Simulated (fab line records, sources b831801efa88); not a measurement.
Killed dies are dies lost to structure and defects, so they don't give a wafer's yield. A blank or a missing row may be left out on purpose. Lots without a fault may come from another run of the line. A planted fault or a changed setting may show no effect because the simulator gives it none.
Which tool did it? | flow sky130 | 12 lots, 36 wafers sampled, at 4 steps of a route of 708

WHAT THE GAUGES READ, wafer by wafer
SKY_LOCAL_INTERCONNECT_RS_MEAS_01: measures by four-point-probe.
lot  | measured     | on            | LOCAL_INTERCONNECT_TIN_RS (ohm/sq)
L374 | day 29 00:19 | film_metro-02 | 14.27 14.16 14.16
L375 | day 29 06:51 | film_metro-04 | 13.95 14.06 14.07
L379 | day 30 23:19 | film_metro-01 | 14.14 14.44 14.23
L380 | day 31 11:58 | film_metro-04 | 14.18 14.24 14.05
L381 | day 31 15:44 | film_metro-02 | 14.16 14.17 14.22
L388 | day 34 02:22 | film_metro-04 | 14.23 14.34 13.98
L389 | day 34 13:31 | film_metro-01 | 13.96 14.33 14.15
L390 | day 34 21:37 | film_metro-04 | 13.94 13.86 14.31
L392 | day 35 12:55 | film_metro-02 | 14.28 14.36 14.21
L394 | day 35 21:51 | film_metro-02 | 14.44 14.51 14.37
L395 | day 36 04:24 | film_metro-02 | 14.10 14.00 14.00
L397 | day 36 12:45 | film_metro-04 | 14.08 14.05 14.14

WHICH TOOL RAN EACH LOT (tool, then ch and the chambers of the sampled wafers, then the start)
lot  | SKY_FIELD_ISO_CMP_27         | SKY_POLY_GATE_ETCH_15              | SKY_LI_CONTACT_SPUTTER_19
L374 | cmp-01 ch 0,1,2, day 2 09:08 | rie_diel-03 ch 0,2,3, day 16 04:00 | pvd_sputter-03, day 28 23:31
L375 | cmp-01 ch 0,2,3, day 2 14:46 | rie_diel-02 ch 0,3, day 16 09:53   | pvd_sputter-03, day 29 06:02
L379 | cmp-02 ch 2,3, day 3 12:13   | rie_diel-01 ch 1,2, day 18 02:32   | pvd_sputter-04, day 30 22:30
L380 | cmp-01 ch 2,3, day 3 20:10   | rie_diel-02 ch 0,1,2, day 18 18:32 | pvd_sputter-01, day 31 11:09
L381 | cmp-01 ch 1,3, day 3 23:05   | rie_diel-01 ch 1,2,3, day 19 01:03 | pvd_sputter-04, day 31 14:55
L388 | cmp-01 ch 0,1, day 5 12:14   | rie_diel-02 ch 0,2, day 21 20:36   | pvd_sputter-03, day 34 01:34
L389 | cmp-01 ch 2,3, day 5 19:50   | rie_diel-03 ch 2,3, day 22 08:11   | pvd_sputter-01, day 34 12:35
L390 | cmp-01 ch 0,2,3, day 6 01:42 | rie_diel-02 ch 1,2, day 22 18:12   | pvd_sputter-04, day 34 20:47
L392 | cmp-02 ch 0,3, day 6 11:20   | rie_diel-03 ch 0,1, day 23 11:29   | pvd_sputter-04, day 35 12:02
L394 | cmp-02 ch 0,2,3, day 6 21:29 | rie_diel-03 ch 0,2, day 23 20:11   | pvd_sputter-01, day 35 21:02
L395 | cmp-02 ch 0,1,3, day 7 00:27 | rie_diel-03 ch 0,2, day 24 05:30   | pvd_sputter-04, day 36 03:35
L397 | cmp-01 ch 0,2, day 7 09:46   | rie_diel-01 ch 0,2, day 24 10:44   | pvd_sputter-01, day 36 11:57
- SKY_FIELD_ISO_CMP_27: polishes, stops on Si3N4, t overpolish 16 s, target thk 457.8 nm.
- SKY_POLY_GATE_ETCH_15: etches BARC in N2/H2, stops on SiO2, time 118.5 s, target depth 110 nm.
- SKY_LI_CONTACT_SPUTTER_19: material Ti, target thk 20 nm, time 106.37 s.

WHAT THE TOOLS THEMSELVES READ (means of the sampled wafers that have a number; where no wafer has one, the mark that the record gives instead)
SKY_FIELD_ISO_CMP_27.
lot  | tool   | motor_current_A (A) | overpolish_run_s (s) | time_to_endpoint_s (s)
L374 | cmp-01 | 11.3                | 16.010               | 112
L375 | cmp-01 | 12.7                | 15.992               | 112
L379 | cmp-02 | 11.3                | 16.000               | 120
L380 | cmp-01 | 12.6                | 16.006               | 114
L381 | cmp-01 | 12.7                | 16.000               | 108
L388 | cmp-01 | 11.3                | 15.996               | 117
L389 | cmp-01 | 13.3                | 15.997               | 108
L390 | cmp-01 | 12.6                | 16.004               | 109
L392 | cmp-02 | 11.3                | 16.007               | 109
L394 | cmp-02 | 11.6                | 15.998               | 113
L395 | cmp-02 | 12.4                | 16.000               | 109
L397 | cmp-01 | 12.0                | 16.000               | 114

SKY_POLY_GATE_ETCH_15.
lot  | tool        | bias_w (W) | drypump_motor_current_A (A) | h2_flow_sccm (sccm) | oes_product_au (a.u.) | rf_fwd_power_W (W) | throttle_valve_pct (%)
L374 | rie_diel-03 | 99.97      | 5.7                         | 200.1               | 0.716                 | 497.7              | 13.215
L375 | rie_diel-02 | 100.17     | 5.2                         | 199.6               | 0.715                 | 498.3              | 13.209
L379 | rie_diel-01 | 100.10     | 5.5                         | 199.5               | 0.718                 | 497.0              | 13.214
L380 | rie_diel-02 | 99.90      | 5.6                         | 200.3               | 0.717                 | 498.1              | 13.205
L381 | rie_diel-01 | 100.06     | 5.9                         | 200.1               | 0.717                 | 496.1              | 13.219
L388 | rie_diel-02 | 95.01      | 5.3                         | 200.5               | 0.711                 | 499.7              | 13.213
L389 | rie_diel-03 | 99.90      | 5.6                         | 200.5               | 0.718                 | 495.9              | 13.214
L390 | rie_diel-02 | 95.15      | 5.8                         | 199.9               | 0.715                 | 498.0              | 13.220
L392 | rie_diel-03 | 100.19     | 6.0                         | 198.9               | 0.720                 | 499.0              | 13.210
L394 | rie_diel-03 | 100.15     | 5.8                         | 199.8               | 0.719                 | 496.7              | 13.213
L395 | rie_diel-03 | 99.98      | 5.9                         | 200.0               | 0.714                 | 496.1              | 13.214
L397 | rie_diel-01 | 100.24     | 5.5                         | 200.8               | 0.717                 | 496.2              | 13.214

SKY_LI_CONTACT_SPUTTER_19.
lot  | tool           | substrate_temp_c (C) | throttle_valve_pct (%)
L374 | pvd_sputter-03 | 199.82               | 30.5
L375 | pvd_sputter-03 | 200.08               | 28.7
L379 | pvd_sputter-04 | 199.80               | 29.2
L380 | pvd_sputter-01 | 199.95               | 30.7
L381 | pvd_sputter-04 | 200.01               | 28.4
L388 | pvd_sputter-03 | 199.94               | 29.6
L389 | pvd_sputter-01 | 199.87               | 30.7
L390 | pvd_sputter-04 | 200.15               | 28.2
L392 | pvd_sputter-04 | 200.06               | 29.8
L394 | pvd_sputter-01 | 199.89               | 30.1
L395 | pvd_sputter-04 | 200.11               | 29.1
L397 | pvd_sputter-01 | 199.98               | 30.1

THE ANSWER, worked out from the rows above alone
Rule: what is usual is taken from the lots themselves. Put in order of their means at a reading, lots are off if they are a third of the lots or fewer, leave a main group of 4 or more, and stand apart from it by a gap of 3 or more times the standard deviation of the main group's means; of several such gaps the widest counts. A main group whose means are all the same, to the digits that the tables above print for the reading, isn't used. A lot without any number at a reading at which 4 lots or more have one is off too. The other lots that the step has rows for count as sound. The gauges are gone through in route order, then the tools' own readings, and for those a lot's mean is taken as printed above. The first step at which some lot is off is used, and at that step the reading that is off furthest; a lot without a number counts as furthest.
Off: L388, L390, at SKY_POLY_GATE_ETCH_15 (bias_w). The main group: mean 100.07 W, standard deviation 0.12.
A tool fits if, at that step or a process step before it, it ran every lot that is off, and no sound lot after the first of them. One fits: rie_diel-02 at SKY_POLY_GATE_ETCH_15. Its last sound lot is L380 (day 18 18:32), its first lot that is off L388 (day 21 20:36): a fault that began between those two fits.
The tool's own readings at SKY_POLY_GATE_ETCH_15 bear it out: on the lots that are off they differ by more than 5 times the standard deviation of the sound lots' means. bias_w reads 95.08 W there against 100.07 W on the sound lots.

WHAT THE SIMULATOR HAD PUT IN
Process parameter drift: rie_diel-02, from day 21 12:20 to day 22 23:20, at SKY_POLY_GATE_ETCH_15. Setting bias_w, moved by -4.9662, from 100. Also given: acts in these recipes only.
Lots struck among those shown: L388, L390. The rule above found the same.
